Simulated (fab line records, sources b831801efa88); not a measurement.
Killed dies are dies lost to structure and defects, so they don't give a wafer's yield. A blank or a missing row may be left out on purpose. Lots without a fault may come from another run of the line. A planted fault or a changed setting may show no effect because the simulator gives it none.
fab line records | flow sky130
record lots=5 wafers=15 last_day=49
route steps=708 shown LDD_P@259 LDD_HVN@267 LDD_HVP@278 LDD_LDN@289 SPACER@304
lots that met no fault: from a run of the same line without faults
start_h: hours from the record's first day to the start of the lot's first wafer shown | wait_h: hours since the lot's step before | " the same as in the row above | L1.1+2: a row that stands for several wafers | - no value, or no start given | * or withheld: withheld | < > ~ a bound
route shown NAME@n: a module of which the file shows steps, and the number in the route of the first | usual: mean/standard deviation of fault-free wafers | same: alike in all rows | chamber/n: place in a boat | sites: the reading at each site | _std_site: their standard deviation | _edge_site: outer sites' mean less inner sites' | radius_mm: how far each site lies from the wafer's centre | mask NAME#n: copy n | behind: the tool/chamber that last shaped the wafer | hold: why the lot was held/for how many hours/how that ended | device: the transistor (n, p or np) that didn't switch | end of line: the same wafers' tests at the end of the route | a step without rows: its recipe alone | killed: dies lost to structure and defects at the first sort, not the wafer's yield | map: a wafer's dies, x killed, . not, _ none there
set.NAME: the setting as run; set.NAME@STEP: as run at that earlier step | model.NAME: the simulator's own value behind a step, which no gauge read
lots at some steps of the route; a table a step, a row a wafer
services: from which hour (start_h, from the record's first day; less than 0 if before it) a tool's chamber was out of use, for how many hours, and why
## steps
# step SKY_LDD_P_EXPOSE_04
# recipe mask_id=PSDM na=0.6 source_shape=conventional sigma_outer=0.6 polarization=unpolarized target_cd_nm=380 dose_mj=138
# columns lot.wafer tool chamber start_h wait_h mask
L076.1+3+5 iline_stepper-01 0 - - PSDM#0
L082.1+2+5 iline_stepper-02 0 - - PSDM#0
L086.1+3+6 iline_stepper-02 0 - - PSDM#0
L087.2+4+6 iline_stepper-01 0 - - PSDM#0
L091.1+5+6 iline_stepper-02 0 - - PSDM#0
# step SKY_LDD_P_PEB_05
# recipe temp_c=withheld time_s=* resist=NOVOLAK
# columns lot.wafer tool chamber start_h wait_h
L076.1+3+5 litho_track-02 0 - -
L082.1+2+5 litho_track-04 0 - -
L086.1+3+6 litho_track-02 0 - -
L087.2+4+6 litho_track-02 0 - -
L091.1+5+6 litho_track-02 0 - -
# step SKY_LDD_P_DEVELOP_06
# recipe resist=NOVOLAK developer=TMAH develop_time_s=60 dev_temp_c=23
# columns lot.wafer tool chamber start_h wait_h
L076.1+3+5 litho_track-02 0 437.43 0.1
L082.1+2+5 litho_track-04 0 494.34 0.1
L086.1+3+6 litho_track-02 0 531.83 0.1
L087.2+4+6 litho_track-02 0 538.66 0.1
L091.1+5+6 litho_track-02 0 577.93 0.1
# step SKY_LDD_P_CD_MEAS_07
# recipe target_cd_nm=380
# usual cd_nm=380.0/2.3
# columns lot.wafer tool chamber start_h wait_h cd_nm
L076.1 cd_sem-02 - 437.58 0.1 379.3
L076.3 " - " " 378.4
L076.5 " - " " 379.9
L082.1 cd_sem-01 - 494.49 0.1 378.9
L082.2 " - " " 377.2
L082.5 " - " " 377.8
L086.1 cd_sem-02 - 531.98 0.1 375.4
L086.3 " - " " 376.3
L086.6 " - " " 376.5
L087.2 cd_sem-02 - 538.80 0.1 382.1
L087.4 " - " " 379.8
L087.6 " - " " 379.8
L091.1 cd_sem-01 - 578.08 0.1 382.7
L091.5 " - " " 382.3
L091.6 " - " " 380.1
# step SKY_LDD_P_OVL_MEAS_08
# usual LDD_P_OVL=-0.2/1.4
# columns lot.wafer tool chamber start_h wait_h LDD_P_OVL[nm]
L076.1 overlay-02 - 437.70 0.1 -0.4
L076.3 " - " " -1.8
L076.5 " - " " -2.6
L082.1 overlay-01 - 494.61 0.1 -1.2
L082.2 " - " " -0.6
L082.5 " - " " -0.8
L086.1 overlay-02 - 532.10 0.1 0.1
L086.3 " - " " 0.2
L086.6 " - " " -0.5
L087.2 overlay-01 - 538.91 0.1 0.2
L087.4 " - " " 1.9
L087.6 " - " " 1.5
L091.1 overlay-02 - 578.20 0.1 -0.4
L091.5 " - " " 1.0
L091.6 " - " " -0.9
# step SKY_LDD_P_IMPLANT_09
# recipe species=BF2 energy_kev=25 dose_cm2=1e+13 tilt_deg=withheld
# columns lot.wafer tool chamber start_h wait_h
L076.1+3+5 implanter-04 0 437.74 0.0
L082.1+2+5 implanter-03 0 494.64 0.0
L086.1+3+6 implanter-04 0 532.14 0.0
L087.2+4+6 implanter-04 0 538.96 0.0
L091.1+5+6 implanter-04 0 578.24 0.0
# step SKY_LDD_P_STRIP_10
# recipe chemistry=O2/N2 power_w=1400 pressure_mtorr=1500 platen_temp_c=withheld o2_flow_sccm=3000 n2_flow_sccm=300 overash_fraction=0.5
# usual drypump_motor_current_A=6.1/0.51 n2_flow_sccm=300.1/1.1 oes_product_au=0.715/0.0043 strip_time_to_endpoint_s=14.17/0.049
# same overash_fraction=0.5
# columns lot.wafer tool chamber start_h wait_h drypump_motor_current_A n2_flow_sccm oes_product_au rf_hours_counter_h strip_time_to_endpoint_s
L076.1 plasma_asher-04 0 437.89 0.1 6.5 301.3 0.709 32 14.19
L076.3 " 1 " " 5.4 298.4 0.714 - 14.23
L076.5 " 0 " " 6.5 299.4 0.711 - 14.25
L082.1 plasma_asher-01 1 494.79 0.1 6.5 299.8 0.713 82 14.15
L082.2 " 0 " " 5.8 300.7 0.717 82 14.15
L082.5 " 1 " " 6.5 300.0 0.713 - 14.21
L086.1 plasma_asher-03 0 532.29 0.1 6.7 300.0 0.708 70 14.17
L086.3 " 1 " " 5.5 299.1 0.726 - 14.22
L086.6 " 1 " " 5.5 300.1 0.723 - 14.19
L087.2 plasma_asher-04 0 539.09 0.1 6.5 300.3 0.715 42 14.14
L087.4 " 1 " " 5.4 299.0 0.713 - 14.11
L087.6 " 1 " " 5.4 299.1 0.713 - 14.17
L091.1 plasma_asher-01 1 578.39 0.1 6.5 301.2 0.709 91 14.09
L091.5 " 0 " " 5.8 298.2 0.710 - 14.12
L091.6 " 1 " " 6.5 300.4 0.713 - 14.13
# step SKY_LDD_P_TW_MEAS_11
# usual LDD_P_TW=631/3.2
# columns lot.wafer tool chamber start_h wait_h LDD_P_TW
L076.1 film_metro-02 - 437.99 0.1 628
L076.3 " - " " 625
L076.5 " - " " 629
L082.1 film_metro-03 - 494.89 0.1 632
L082.2 " - " " 633
L082.5 " - " " 636
L086.1 film_metro-03 - 532.39 0.1 636
L086.3 " - " " 633
L086.6 " - " " 630
L087.2 film_metro-02 - 539.20 0.1 622
L087.4 " - " " 622
L087.6 " - " " 624
L091.1 film_metro-02 - 578.49 0.1 633
L091.5 " - " " 629
L091.6 " - " " 624
# step SKY_LDD_HVN_DEHYDRATE_00
# recipe temp_c=200 time_s=60
# columns lot.wafer tool chamber start_h wait_h
L076.1+3+5 litho_track-01 0 452.97 15.0
L082.1+2+5 litho_track-03 0 509.25 14.4
L086.1+3+6 litho_track-03 0 546.40 14.0
L087.2+4+6 litho_track-01 0 553.55 14.3
L091.1+5+6 litho_track-01 0 592.47 14.0
# step SKY_LDD_HVN_HMDS_01
# recipe prime_time_s=60 prime_temp_c=120
# columns lot.wafer tool chamber start_h wait_h
L076.1+3+5 litho_track-01 0 453.12 0.1
L082.1+2+5 litho_track-03 0 509.40 0.1
L086.1+3+6 litho_track-03 0 546.55 0.1
L087.2+4+6 litho_track-01 0 553.70 0.1
L091.1+5+6 litho_track-01 0 592.62 0.1
# step SKY_LDD_HVN_COAT_02
# recipe resist=NOVOLAK spin_rpm=3000 resist_thk_nm=300
# columns lot.wafer tool chamber start_h wait_h
L076.1+3+5 litho_track-01 0 453.27 0.1
L082.1+2+5 litho_track-03 0 509.55 0.1
L086.1+3+6 litho_track-03 0 546.70 0.1
L087.2+4+6 litho_track-01 0 553.85 0.1
L091.1+5+6 litho_track-01 0 592.77 0.1
# step SKY_LDD_HVN_SOFTBAKE_03
# recipe temp_c=90 time_s=60 resist=NOVOLAK
# columns lot.wafer tool chamber start_h wait_h
L076.1+3+5 litho_track-01 0 453.42 0.1
L082.1+2+5 litho_track-03 0 509.70 0.1
L086.1+3+6 litho_track-03 0 546.85 0.1
L087.2+4+6 litho_track-01 0 554.00 0.1
L091.1+5+6 litho_track-01 0 592.92 0.1
# step SKY_LDD_HVN_EXPOSE_04
# recipe mask_id=HVNTM na=0.6 source_shape=conventional sigma_outer=0.6 polarization=unpolarized target_cd_nm=700 dose_mj=127
# columns lot.wafer tool chamber start_h wait_h mask
L076.1+3+5 iline_stepper-01 0 - - HVNTM#0
L082.1+2+5 iline_stepper-02 0 - - HVNTM#0
L086.1+3+6 iline_stepper-02 0 - - HVNTM#0
L087.2+4+6 iline_stepper-02 0 - - HVNTM#0
L091.1+5+6 iline_stepper-01 0 - - HVNTM#0
# step SKY_LDD_HVN_PEB_05
# recipe temp_c=withheld time_s=* resist=NOVOLAK
# columns lot.wafer tool chamber start_h wait_h
L076.1+3+5 litho_track-04 0 - -
L082.1+2+5 litho_track-03 0 - -
L086.1+3+6 litho_track-03 0 - -
L087.2+4+6 litho_track-04 0 - -
L091.1+5+6 litho_track-04 0 - -
# step SKY_LDD_HVN_DEVELOP_06
# recipe resist=NOVOLAK developer=TMAH develop_time_s=60 dev_temp_c=23
# columns lot.wafer tool chamber start_h wait_h
L076.1+3+5 litho_track-04 0 468.09 0.1
L082.1+2+5 litho_track-03 0 525.20 0.1
L086.1+3+6 litho_track-03 0 561.90 0.1
L087.2+4+6 litho_track-04 0 568.46 0.1
L091.1+5+6 litho_track-04 0 608.09 0.1
# step SKY_LDD_HVN_OVL_MEAS_07
# usual LDD_HVN_OVL=-0.2/1.3
# columns lot.wafer tool chamber start_h wait_h LDD_HVN_OVL[nm]
L076.1 overlay-02 - 468.24 0.1 -3.2
L076.3 " - " " -1.9
L076.5 " - " " -2.0
L082.1 overlay-02 - 525.35 0.1 -0.5
L082.2 " - " " -0.9
L082.5 " - " " -1.4
L086.1 overlay-01 - 562.05 0.1 0.7
L086.3 " - " " -1.3
L086.6 " - " " 1.5
L087.2 overlay-02 - 568.59 0.1 -0.3
L087.4 " - " " -0.8
L087.6 " - " " -1.1
L091.1 overlay-02 - 608.24 0.1 2.6
L091.5 " - " " 0.8
L091.6 " - " " 1.9
# step SKY_LDD_HVN_IMPLANT_08
# recipe species=P energy_kev=60 dose_cm2=3e+13 tilt_deg=40
# columns lot.wafer tool chamber start_h wait_h
L076.1+3+5 implanter-01 0 468.27 0.0
L082.1+2+5 implanter-01 0 525.39 0.0
L086.1+3+6 implanter-02 0 562.09 0.0
L087.2+4+6 implanter-01 0 568.65 0.0
L091.1+5+6 implanter-01 0 608.27 0.0
# step SKY_LDD_HVN_STRIP_09
# recipe chemistry=O2/N2 power_w=1400 pressure_mtorr=1500 platen_temp_c=withheld o2_flow_sccm=3000 n2_flow_sccm=300 overash_fraction=0.5
# usual drypump_motor_current_A=6.0/0.54 n2_flow_sccm=300.0/0.77 oes_product_au=0.408/0.0047 strip_time_to_endpoint_s=4.144/0.017
# same overash_fraction=0.5
# columns lot.wafer tool chamber start_h wait_h drypump_motor_current_A n2_flow_sccm oes_product_au rf_hours_counter_h strip_time_to_endpoint_s
L076.1 plasma_asher-01 0 468.42 0.1 5.8 300.0 0.404 79 4.139
L076.3 " 0 " " 5.8 300.8 0.410 - 4.149
L076.5 " 1 " " 6.4 299.8 0.415 - 4.135
L082.1 plasma_asher-04 0 525.54 0.1 6.5 300.7 0.413 41 4.167
L082.2 " 1 " " 5.4 299.0 0.410 41 4.194
L082.5 " 0 " " 6.5 299.3 0.406 - 4.154
L086.1 plasma_asher-02 1 562.24 0.1 6.6 299.7 0.414 12 4.156
L086.3 " 1 " " 6.5 299.3 0.421 - 4.151
L086.6 " 1 " " 6.5 300.4 0.407 - 4.163
L087.2 plasma_asher-01 1 568.77 0.1 6.5 301.9 0.413 90 4.161
L087.4 " 1 " " 6.4 301.3 0.403 - 4.154
L087.6 " 0 " " 5.8 299.7 0.409 - 4.163
L091.1 plasma_asher-04 1 608.42 0.1 5.3 300.4 0.403 49 4.135
L091.5 " 1 " " 5.4 299.3 0.411 - 4.149
L091.6 " 0 " " 6.5 300.5 0.414 - 4.155
# step SKY_LDD_HVN_TW_MEAS_10
# usual LDD_HVN_TW=1434/9.4
# columns lot.wafer tool chamber start_h wait_h LDD_HVN_TW
L076.1 film_metro-03 - 468.52 0.1 1424
L076.3 " - " " 1420
L076.5 " - " " 1427
L082.1 film_metro-04 - 525.64 0.1 1439
L082.2 " - " " 1438
L082.5 " - " " 1433
L086.1 film_metro-02 - 562.34 0.1 1426
L086.3 " - " " 1420
L086.6 " - " " 1432
L087.2 film_metro-03 - 568.88 0.1 1436
L087.4 " - " " 1430
L087.6 " - " " 1427
L091.1 film_metro-03 - 608.52 0.1 1436
L091.5 " - " " 1439
L091.6 " - " " 1442
# step SKY_LDD_HVP_DEHYDRATE_00
# recipe temp_c=200 time_s=60
# columns lot.wafer tool chamber start_h wait_h
L076.1+3+5 litho_track-01 0 482.87 14.3
L082.1+2+5 litho_track-01 0 539.32 13.7
L086.1+3+6 litho_track-03 0 576.75 14.4
L087.2+4+6 litho_track-03 0 583.98 15.1
L091.1+5+6 litho_track-03 0 622.05 13.5
# step SKY_LDD_HVP_HMDS_01
# recipe prime_time_s=60 prime_temp_c=120
# columns lot.wafer tool chamber start_h wait_h
L076.1+3+5 litho_track-01 0 483.02 0.1
L082.1+2+5 litho_track-01 0 539.47 0.1
L086.1+3+6 litho_track-03 0 576.90 0.1
L087.2+4+6 litho_track-03 0 584.13 0.1
L091.1+5+6 litho_track-03 0 622.20 0.1
# step SKY_LDD_HVP_COAT_02
# recipe resist=NOVOLAK spin_rpm=3000 resist_thk_nm=300
# columns lot.wafer tool chamber start_h wait_h
L076.1+3+5 litho_track-01 0 483.17 0.1
L082.1+2+5 litho_track-01 0 539.62 0.1
L086.1+3+6 litho_track-03 0 577.05 0.1
L087.2+4+6 litho_track-03 0 584.28 0.1
L091.1+5+6 litho_track-03 0 622.35 0.1
# step SKY_LDD_HVP_SOFTBAKE_03
# recipe temp_c=90 time_s=60 resist=NOVOLAK
# columns lot.wafer tool chamber start_h wait_h
L076.1+3+5 litho_track-01 0 483.32 0.1
L082.1+2+5 litho_track-01 0 539.77 0.1
L086.1+3+6 litho_track-03 0 577.20 0.1
L087.2+4+6 litho_track-03 0 584.43 0.1
L091.1+5+6 litho_track-03 0 622.50 0.1
# step SKY_LDD_HVP_EXPOSE_04
# recipe mask_id=HVPTM na=0.6 source_shape=conventional sigma_outer=0.6 polarization=unpolarized target_cd_nm=700 dose_mj=86
# columns lot.wafer tool chamber start_h wait_h mask
L076.1+3+5 iline_stepper-01 0 - - HVPTM#0
L082.1+2+5 iline_stepper-01 0 - - HVPTM#0
L086.1+3+6 iline_stepper-01 0 - - HVPTM#0
L087.2+4+6 iline_stepper-01 0 - - HVPTM#0
L091.1+5+6 iline_stepper-02 0 - - HVPTM#0
# step SKY_LDD_HVP_PEB_05
# recipe temp_c=withheld time_s=* resist=NOVOLAK
# columns lot.wafer tool chamber start_h wait_h
L076.1+3+5 litho_track-02 0 - -
L082.1+2+5 litho_track-02 0 - -
L086.1+3+6 litho_track-03 0 - -
L087.2+4+6 litho_track-01 0 - -
L091.1+5+6 litho_track-01 0 - -
# step SKY_LDD_HVP_DEVELOP_06
# recipe resist=NOVOLAK developer=TMAH develop_time_s=60 dev_temp_c=23
# columns lot.wafer tool chamber start_h wait_h
L076.1+3+5 litho_track-02 0 498.78 0.1
L082.1+2+5 litho_track-02 0 554.73 0.1
L086.1+3+6 litho_track-03 0 591.90 0.1
L087.2+4+6 litho_track-01 0 599.30 0.1
L091.1+5+6 litho_track-01 0 638.17 0.1
# step SKY_LDD_HVP_OVL_MEAS_07
# usual LDD_HVP_OVL=0.4/1.3
# columns lot.wafer tool chamber start_h wait_h LDD_HVP_OVL[nm]
L076.1 overlay-02 - 498.93 0.1 0.5
L076.3 " - " " 0.7
L076.5 " - " " -0.6
L082.1 overlay-01 - 554.88 0.1 -0.8
L082.2 " - " " 0.4
L082.5 " - " " 0.2
L086.1 overlay-02 - 592.05 0.1 1.1
L086.3 " - " " -1.5
L086.6 " - " " 0.1
L087.2 overlay-01 - 599.43 0.1 0.5
L087.4 " - " " -0.2
L087.6 " - " " -0.3
L091.1 overlay-01 - 638.32 0.1 0.1
L091.5 " - " " 2.1
L091.6 " - " " 2.6
# step SKY_LDD_HVP_IMPLANT_08
# recipe species=B energy_kev=20 dose_cm2=1.7e+13 tilt_deg=17.9
# columns lot.wafer tool chamber start_h wait_h
L076.1+3+5 implanter-01 0 498.97 0.0
L082.1+2+5 implanter-04 0 554.92 0.0
L086.1+3+6 implanter-03 0 592.09 0.0
L087.2+4+6 implanter-01 0 599.48 0.0
L091.1+5+6 implanter-03 0 638.36 0.0
# step SKY_LDD_HVP_STRIP_09
# recipe chemistry=O2/N2 power_w=1400 pressure_mtorr=1500 platen_temp_c=withheld o2_flow_sccm=3000 n2_flow_sccm=300 overash_fraction=0.5
# usual drypump_motor_current_A=5.9/0.61 n2_flow_sccm=299.9/0.96 oes_product_au=0.409/0.0044 strip_time_to_endpoint_s=4.142/0.015
# same overash_fraction=0.5
# columns lot.wafer tool chamber start_h wait_h drypump_motor_current_A n2_flow_sccm oes_product_au rf_hours_counter_h strip_time_to_endpoint_s
L076.1 plasma_asher-04 0 499.12 0.1 6.5 299.7 0.415 38 4.151
L076.3 " 0 " " 6.5 299.4 0.410 - 4.131
L076.5 " 1 " " 5.3 300.9 0.411 - 4.145
L082.1 plasma_asher-04 1 555.07 0.1 5.3 300.1 0.413 44 4.139
L082.2 " 0 " " 6.5 298.3 0.414 44 4.126
L082.5 " 0 " " 6.5 299.5 0.407 - 4.150
L086.1 plasma_asher-03 1 592.24 0.1 5.5 298.4 0.404 76 4.139
L086.3 " 1 " " 5.5 300.1 0.412 - 4.140
L086.6 " 1 " " 5.5 299.8 0.409 - 4.153
L087.2 plasma_asher-04 0 599.61 0.1 6.5 300.3 0.407 48 4.165
L087.4 " 1 " " 5.3 301.3 0.410 - 4.148
L087.6 " 1 " " 5.4 301.0 0.406 - 4.144
L091.1 plasma_asher-02 1 638.51 0.1 6.5 299.9 0.408 20 4.146
L091.5 " 0 " " 5.2 300.2 0.405 - 4.151
L091.6 " 1 " " 6.6 299.8 0.413 - 4.167
# step SKY_LDD_HVP_TW_MEAS_10
# usual LDD_HVP_TW=455.3/2.5
# columns lot.wafer tool chamber start_h wait_h LDD_HVP_TW
L076.1 film_metro-04 - 499.22 0.1 458.6
L076.3 " - " " 455.7
L076.5 " - " " 457.8
L082.1 film_metro-04 - 555.17 0.1 458.7
L082.2 " - " " 457.3
L082.5 " - " " 455.9
L086.1 film_metro-02 - 592.34 0.1 451.9
L086.3 " - " " 450.8
L086.6 " - " " 452.4
L087.2 film_metro-01 - 599.72 0.1 456.5
L087.4 " - " " 454.8
L087.6 " - " " 455.9
L091.1 film_metro-04 - 638.61 0.1 458.1
L091.5 " - " " 456.1
L091.6 " - " " 457.6
# step SKY_LDD_LDN_DEHYDRATE_00
# recipe temp_c=200 time_s=60
# columns lot.wafer tool chamber start_h wait_h
L076.1+3+5 litho_track-03 0 513.95 14.7
L082.1+2+5 litho_track-03 0 569.40 14.2
L086.1+3+6 litho_track-03 0 606.95 14.6
L087.2+4+6 litho_track-04 0 613.36 13.6
L091.1+5+6 litho_track-02 0 651.53 12.9
# step SKY_LDD_LDN_HMDS_01
# recipe prime_time_s=60 prime_temp_c=120
# columns lot.wafer tool chamber start_h wait_h
L076.1+3+5 litho_track-03 0 514.10 0.1
L082.1+2+5 litho_track-03 0 569.55 0.1
L086.1+3+6 litho_track-03 0 607.10 0.1
L087.2+4+6 litho_track-04 0 613.51 0.1
L091.1+5+6 litho_track-02 0 651.68 0.1
# step SKY_LDD_LDN_COAT_02
# recipe resist=NOVOLAK spin_rpm=3000 resist_thk_nm=1140
# columns lot.wafer tool chamber start_h wait_h
L076.1+3+5 litho_track-03 0 514.25 0.1
L082.1+2+5 litho_track-03 0 569.70 0.1
L086.1+3+6 litho_track-03 0 607.25 0.1
L087.2+4+6 litho_track-04 0 613.66 0.1
L091.1+5+6 litho_track-02 0 651.83 0.1
# step SKY_LDD_LDN_SOFTBAKE_03
# recipe temp_c=90 time_s=57.78 resist=NOVOLAK
# columns lot.wafer tool chamber start_h wait_h
L076.1+3+5 litho_track-03 0 514.40 0.1
L082.1+2+5 litho_track-03 0 569.85 0.1
L086.1+3+6 litho_track-03 0 607.40 0.1
L087.2+4+6 litho_track-04 0 613.81 0.1
L091.1+5+6 litho_track-02 0 651.98 0.1
# step SKY_LDD_LDN_EXPOSE_04
# recipe mask_id=LDNTM na=0.6 source_shape=conventional sigma_outer=0.6 polarization=unpolarized target_cd_nm=700 dose_mj=140
# columns lot.wafer tool chamber start_h wait_h mask
L076.1+3+5 iline_stepper-01 0 - - LDNTM#0
L082.1+2+5 iline_stepper-02 0 - - LDNTM#0
L086.1+3+6 iline_stepper-02 0 - - LDNTM#0
L087.2+4+6 iline_stepper-01 0 - - LDNTM#0
L091.1+5+6 iline_stepper-01 0 - - LDNTM#0
# step SKY_LDD_LDN_PEB_05
# recipe temp_c=withheld time_s=* resist=NOVOLAK
# columns lot.wafer tool chamber start_h wait_h
L076.1+3+5 litho_track-02 0 - -
L082.1+2+5 litho_track-03 0 - -
L086.1+3+6 litho_track-02 0 - -
L087.2+4+6 litho_track-03 0 - -
L091.1+5+6 litho_track-02 0 - -
# step SKY_LDD_LDN_DEVELOP_06
# recipe resist=NOVOLAK developer=TMAH develop_time_s=60 dev_temp_c=23
# columns lot.wafer tool chamber start_h wait_h
L076.1+3+5 litho_track-02 0 529.03 0.1
L082.1+2+5 litho_track-03 0 585.60 0.1
L086.1+3+6 litho_track-02 0 621.58 0.1
L087.2+4+6 litho_track-03 0 627.98 0.1
L091.1+5+6 litho_track-02 0 665.83 0.1
# step SKY_LDD_LDN_OVL_MEAS_07
# usual LDD_LDN_OVL=1.1/1.4
# columns lot.wafer tool chamber start_h wait_h LDD_LDN_OVL[nm]
L076.1 overlay-01 - 529.18 0.1 -0.2
L076.3 " - " " 1.3
L076.5 " - " " 0.7
L082.1 overlay-01 - 585.75 0.1 0.3
L082.2 " - " " 0.7
L082.5 " - " " 3.4
L086.1 overlay-02 - 621.73 0.1 -0.4
L086.3 " - " " 0.4
L086.6 " - " " 2.2
L087.2 overlay-02 - 628.11 0.1 2.5
L087.4 " - " " 2.7
L087.6 " - " " 3.2
L091.1 overlay-01 - 665.98 0.1 2.7
L091.5 " - " " 1.0
L091.6 " - " " 1.7
# step SKY_LDD_LDN_IMPLANT_08
# recipe species=As energy_kev=15 dose_cm2=1.25e+13 tilt_deg=withheld rotation_deg=23
# columns lot.wafer tool chamber start_h wait_h
L076.1+3+5 implanter-03 0 529.22 0.0
L082.1+2+5 implanter-01 0 585.79 0.0
L086.1+3+6 implanter-02 0 621.77 0.0
L087.2+4+6 implanter-02 0 628.16 0.0
L091.1+5+6 implanter-03 0 666.02 0.0
# step SKY_LDD_LDN_IMPLANT_09
# recipe species=As energy_kev=15 dose_cm2=1.25e+13 tilt_deg=withheld rotation_deg=113
# columns lot.wafer tool chamber start_h wait_h
L076.1+3+5 implanter-03 0 529.37 0.1
L082.1+2+5 implanter-01 0 585.94 0.1
L086.1+3+6 implanter-02 0 621.92 0.1
L087.2+4+6 implanter-02 0 628.31 0.1
L091.1+5+6 implanter-03 0 666.17 0.1
# step SKY_LDD_LDN_IMPLANT_10
# recipe species=As energy_kev=15 dose_cm2=1.25e+13 tilt_deg=withheld rotation_deg=203
# columns lot.wafer tool chamber start_h wait_h
L076.1+3+5 implanter-03 0 529.52 0.1
L082.1+2+5 implanter-01 0 586.09 0.1
L086.1+3+6 implanter-02 0 622.07 0.1
L087.2+4+6 implanter-02 0 628.46 0.1
L091.1+5+6 implanter-03 0 666.32 0.1
# step SKY_LDD_LDN_IMPLANT_11
# recipe species=As energy_kev=15 dose_cm2=1.25e+13 tilt_deg=withheld rotation_deg=293
# columns lot.wafer tool chamber start_h wait_h
L076.1+3+5 implanter-03 0 529.67 0.1
L082.1+2+5 implanter-01 0 586.24 0.1
L086.1+3+6 implanter-02 0 622.22 0.1
L087.2+4+6 implanter-02 0 628.61 0.1
L091.1+5+6 implanter-03 0 666.47 0.1
# step SKY_LDD_LDN_STRIP_12
# recipe chemistry=O2/N2 power_w=1400 pressure_mtorr=1500 platen_temp_c=withheld o2_flow_sccm=3000 n2_flow_sccm=300 overash_fraction=0.5
# usual drypump_motor_current_A=6.0/0.59 n2_flow_sccm=299.9/0.84 oes_product_au=0.715/0.0048 strip_time_to_endpoint_s=14.20/0.05
# same overash_fraction=0.5
# columns lot.wafer tool chamber start_h wait_h drypump_motor_current_A n2_flow_sccm oes_product_au rf_hours_counter_h strip_time_to_endpoint_s
L076.1 plasma_asher-01 0 529.82 0.1 5.8 299.7 0.709 86 14.28
L076.3 " 0 " " 5.8 300.0 0.728 - 14.27
L076.5 " 0 " " 5.8 299.9 0.719 - 14.27
L082.1 plasma_asher-03 0 586.39 0.1 6.7 300.1 0.721 76 14.22
L082.2 " 1 " " 5.5 299.8 0.708 76 14.23
L082.5 " 0 " " 6.6 301.0 0.714 - 14.23
L086.1 plasma_asher-01 1 622.37 0.1 6.5 300.1 0.713 95 14.22
L086.3 " 0 " " 5.8 298.2 0.718 - 14.26
L086.6 " 1 " " 6.5 300.2 0.713 - 14.21
L087.2 plasma_asher-02 1 628.74 0.1 6.5 301.2 0.717 19 14.22
L087.4 " 1 " " 6.6 300.5 0.715 - 14.20
L087.6 " 0 " " 5.2 298.4 0.717 - 14.23
L091.1 plasma_asher-02 1 666.62 0.1 6.5 300.2 0.716 22 14.24
L091.5 " 0 " " 5.2 300.6 0.711 - 14.24
L091.6 " 1 " " 6.5 299.4 0.709 - 14.21
# step SKY_LDD_LDN_TW_MEAS_13
# usual LDD_LDN_TW=1477/8.5
# columns lot.wafer tool chamber start_h wait_h LDD_LDN_TW
L076.1 film_metro-03 - 529.92 0.1 1470
L076.3 " - " " 1473
L076.5 " - " " 1465
L082.1 film_metro-03 - 586.49 0.1 1469
L082.2 " - " " 1472
L082.5 " - " " 1472
L086.1 film_metro-04 - 622.47 0.1 1501
L086.3 " - " " 1482
L086.6 " - " " 1482
L087.2 film_metro-04 - 628.85 0.1 1484
L087.4 " - " " 1482
L087.6 " - " " 1481
L091.1 film_metro-04 - 666.72 0.1 1482
L091.5 " - " " 1488
L091.6 " - " " 1488
# step SKY_LDD_LDN_CLEAN_14
# recipe chemistry=SC1/SC2 mix=1:4:20 temp_c=70 time_s=150 dry=n2_spin
# columns lot.wafer tool chamber start_h wait_h
L076.1+3+5 wet_bench-04 2 529.98 0.1
L082.1+2+5 wet_bench-02 3 586.55 0.1
L086.1+3+6 wet_bench-02 3 622.53 0.1
L087.2+4+6 wet_bench-02 2 628.90 0.0
L091.1+5+6 wet_bench-04 2 666.78 0.1
# step SKY_SPACER_CVD_00
# recipe material=Si3N4 precursor=DCS/NH3 target_thk_nm=43.1 temp_c=770 time_s=740 pressure_mtorr=250
# usual pressure_mtorr=250.1/0.58 spike_tc_lower_C=770.5/1.2
# columns lot.wafer tool chamber start_h wait_h pressure_mtorr spike_tc_lower_C
L076.1 lpcvd-02 0 530.03 0.0 250.1 773.6
L076.3 " 0 " " 251.6 772.7
L076.5 " 0 " " 250.0 771.8
L082.1 lpcvd-02 1 586.60 0.0 250.0 769.9
L082.2 " 1 " " 251.1 770.3
L082.5 " 1 " " 249.8 770.5
L086.1 lpcvd-02 1 622.58 0.0 250.9 771.6
L086.3 " 1 " " 250.9 771.3
L086.6 " 1 " " 250.1 770.2
L087.2 lpcvd-02 0 628.95 0.0 249.6 771.7
L087.4 " 0 " " 249.6 772.4
L087.6 " 0 " " 248.8 770.5
L091.1 lpcvd-02 0 667.09 0.3 249.8 770.6
L091.5 " 0 " " 249.4 770.7
L091.6 " 0 " " 249.8 771.2
# step SKY_SPACER_THK_MEAS_01
# recipe reads=Si3N4_of_SPACER_CVD_00
# usual SPACER_CVD_00_THK=43.2/0.45
# columns lot.wafer tool chamber start_h wait_h SPACER_CVD_00_THK[nm]
L076.1 film_metro-01 - 531.23 0.0 43.1
L076.3 " - " " 43.1
L076.5 " - " " 43.1
L082.1 film_metro-03 - 587.80 0.0 42.8
L082.2 " - " " 42.8
L082.5 " - " " 42.9
L086.1 film_metro-02 - 623.78 0.0 42.9
L086.3 " - " " 43.1
L086.6 " - " " 43.0
L087.2 film_metro-01 - 630.16 0.0 43.5
L087.4 " - " " 43.7
L087.6 " - " " 43.2
L091.1 film_metro-01 - 668.29 0.0 43.1
L091.5 " - " " 43.1
L091.6 " - " " 43.3
## services
# columns tool chamber start_h hours kind
plasma_asher-02 - 421.25 9.0 pm
implanter-03 - 444.31 0.9 repair
plasma_asher-02 - 444.95 3.9 repair
implanter-02 - 445.86 1.9 repair
implanter-02 - 475.58 15.8 pm
iline_stepper-01 - 481.81 1.7 pm
iline_stepper-02 - 482.88 1.7 repair
plasma_asher-02 - 487.02 14.6 pm
plasma_asher-03 - 489.84 6.9 repair
implanter-02 - 551.17 3.2 repair
implanter-03 - 559.97 5.6 pm
iline_stepper-02 - 564.46 1.7 pm
implanter-04 - 579.13 1.8 pm
litho_track-01 - 586.43 - consumable_replace:filter
implanter-04 - 589.06 4.0 repair
implanter-03 - 596.66 18.2 repair
implanter-02 - 612.93 3.3 repair
implanter-03 - 614.40 7.0 repair
iline_stepper-02 - 622.68 0.8 repair
plasma_asher-01 - 622.87 0.7 repair
implanter-01 - 635.18 6.8 repair
iline_stepper-02 - 654.68 2.1 pm
implanter-01 - 659.47 4.3 pm
implanter-04 - 663.47 3.8 pm
## key
fault none
